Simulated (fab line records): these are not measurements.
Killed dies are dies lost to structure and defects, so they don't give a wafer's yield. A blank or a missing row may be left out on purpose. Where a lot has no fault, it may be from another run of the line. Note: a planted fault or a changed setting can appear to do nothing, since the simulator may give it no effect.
Which of the tools did it?	flow sky130	13 lots, 39 wafers sampled, at 1 step of a route of 708

## WHAT EACH GAUGE READ, for each wafer
SKY_METAL2_CD_MEAS_15 targets a cd of 140 nm. Usual: cd_nm 139.8 nm, standard deviation 1.7.
lot	measured	on	cd_nm (nm)	flag
L486	day 35 02:05	cd_sem-02	140.2 138.7 137.0	
L490	day 36 21:31	cd_sem-01	137.1 136.8 135.9	
L491	day 36 22:59	cd_sem-02	139.7 140.7 138.6	
L492	day 37 06:25	cd_sem-02	141.9 141.5 140.2	
L493	day 37 13:22	cd_sem-02	142.8 140.8 139.3	
L494	day 37 22:01	cd_sem-01	138.6 139.3 138.3	
L498	day 39 10:44	cd_sem-01	139.3 138.9 137.9	
L499	day 39 16:13	cd_sem-02	137.4 138.7 139.6	
L500	day 40 04:02	cd_sem-02	142.1 142.6 141.9	
L502	day 40 04:29	cd_sem-01	139.5 139.6 140.1	
L505	day 41 03:14	cd_sem-01	139.5 140.5 141.0	
L507	day 41 18:39	cd_sem-01	138.9 137.9 139.5	
L509	day 42 00:37	cd_sem-02	139.5 141.7 142.4	

## WHICH TOOL RAN EACH LOT (tool, then ch and the chambers of the sampled wafers, then the start)
Before these readings, the record contains no process step.

## AS READ BY THE TOOLS THEMSELVES (means over the sampled wafers that have a number; for cases with no such wafer, the mark the record gives instead)
The record holds no such reading with a usual standard deviation.

## THE ANSWER, worked out from the rows above alone
Rule: a lot is off if the mean of its wafers that have a number lies more than 3 standard deviations from the usual mean. Also off: a lot with no number at a reading for which 4 or more lots have one. Any other lot the step has rows for is counted as sound. Order of review: gauges by route order, followed by the tools' own readings, for which a lot's mean as printed above is used. The first step at which some lot is off is used, and at that step the reading that is off furthest; a lot without a number counts as furthest.
Across all readings shown, no lot is off: no conclusion can be drawn from this.

## WHAT THE SIMULATOR HAD PUT IN
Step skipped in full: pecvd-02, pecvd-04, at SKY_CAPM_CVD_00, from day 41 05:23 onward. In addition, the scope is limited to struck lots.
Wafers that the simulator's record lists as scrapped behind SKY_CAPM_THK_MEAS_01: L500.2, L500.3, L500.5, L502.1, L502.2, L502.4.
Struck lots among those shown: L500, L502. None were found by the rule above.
